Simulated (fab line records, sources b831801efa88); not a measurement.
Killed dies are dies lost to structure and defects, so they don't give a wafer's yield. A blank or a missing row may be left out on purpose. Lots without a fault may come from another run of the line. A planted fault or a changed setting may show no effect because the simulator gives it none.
One fault seen from 2 desks | flow sfq_line | each desk has only its own numbers; what lay behind them comes last

THE TOOL OWNER'S DESK: krf_scanner-02
The tool's own readings at SFQ_TRILAYER_I0_VIA_LITHO_EXPOSE_032 (exposes mask I0, target cd 500 nm): means of the sampled wafers that have a number, for each lot that ran on this tool. A lot is out of limits, marked OUT, if its mean lies more than 4 standard deviations from the usual mean; the brackets give that distance.
Columns: A = exposure_dose_mJ_cm2 at SFQ_TRILAYER_I0_VIA_LITHO_EXPOSE_032, usual 21.305
lot  | first seen here | A
L611 | day 21 09:05    | 21.324
L612 | day 21 21:53    | 21.300
L613 | day 22 03:53    | 21.312
L614 | day 23 00:41    | 21.303
L619 | day 25 07:59    | 21.324
L620 | day 25 17:59    | 21.319
L624 | day 28 01:14    | 21.328
This desk's finding: nothing out of limits on any of the 7 lots.

THE METROLOGY DESK
What the gauges read, lot by lot, whatever tool the lot ran on: means of the sampled wafers that have a number. A lot is out of limits, marked OUT, if its mean lies more than 4 standard deviations from the usual mean; the brackets give that distance.
Columns: A = M0_OVL at SFQ_M0_OVL_MEAS_906, usual 0 nm; B = I0_OVL at SFQ_I0_OVL_MEAS_908, usual 2 nm; C = I1_BOW at SFQ_I1_BOW_MEAS_912, usual 3 um
lot  | first seen here | A  | B            | C
L607 | day 14 01:47    | 4  | 3            | 0
L608 | day 14 05:23    | -2 | 7            | 2
L609 | day 14 11:50    | -9 | -2           | 5
L610 | day 14 20:15    | 1  | 2            | -4
L611 | day 15 03:27    | -6 | 4            | 3
L612 | day 15 13:02    | 0  | -7           | -3
L613 | day 15 19:02    | 6  | 7            | -5
L614 | day 16 14:30    | -1 | 9            | 0
L615 | day 17 03:50    | -6 | -1           | 15
L618 | day 17 23:02    | 6  | 6            | -6
L619 | day 18 06:13    | -4 | 61 (+11) OUT | 3
L620 | day 18 09:50    | 5  | 66 (+12) OUT | -5
L623 | day 20 02:53    | -2 | 9            | 3
L624 | day 20 14:53    | -4 | 64 (+12) OUT | -5
This desk's finding: out of limits on L619, L620, L624; first on L619, day 25 09:29 (I0_OVL at SFQ_I0_OVL_MEAS_908). In limits: L607, L608, L609, L610, L611, L612, L613, L614, L615, L618, L623.

PUT TOGETHER
The metrology desk could have raised an alarm at day 25 09:29, on L619, L620, L624.
The tool owner's desk saw nothing out of limits.
The tool owner's desk has L619, L620, L624 on record, within its limits.
Of the lots named, all ran SFQ_TRILAYER_I0_VIA_LITHO_EXPOSE_032 on krf_scanner-02.

WHAT THE SIMULATOR HAD PUT IN
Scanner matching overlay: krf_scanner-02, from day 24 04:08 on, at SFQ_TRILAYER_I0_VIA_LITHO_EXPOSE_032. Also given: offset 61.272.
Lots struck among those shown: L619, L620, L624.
Hours from the fault's start to each desk's first reading out of limits: the metrology desk, 29.
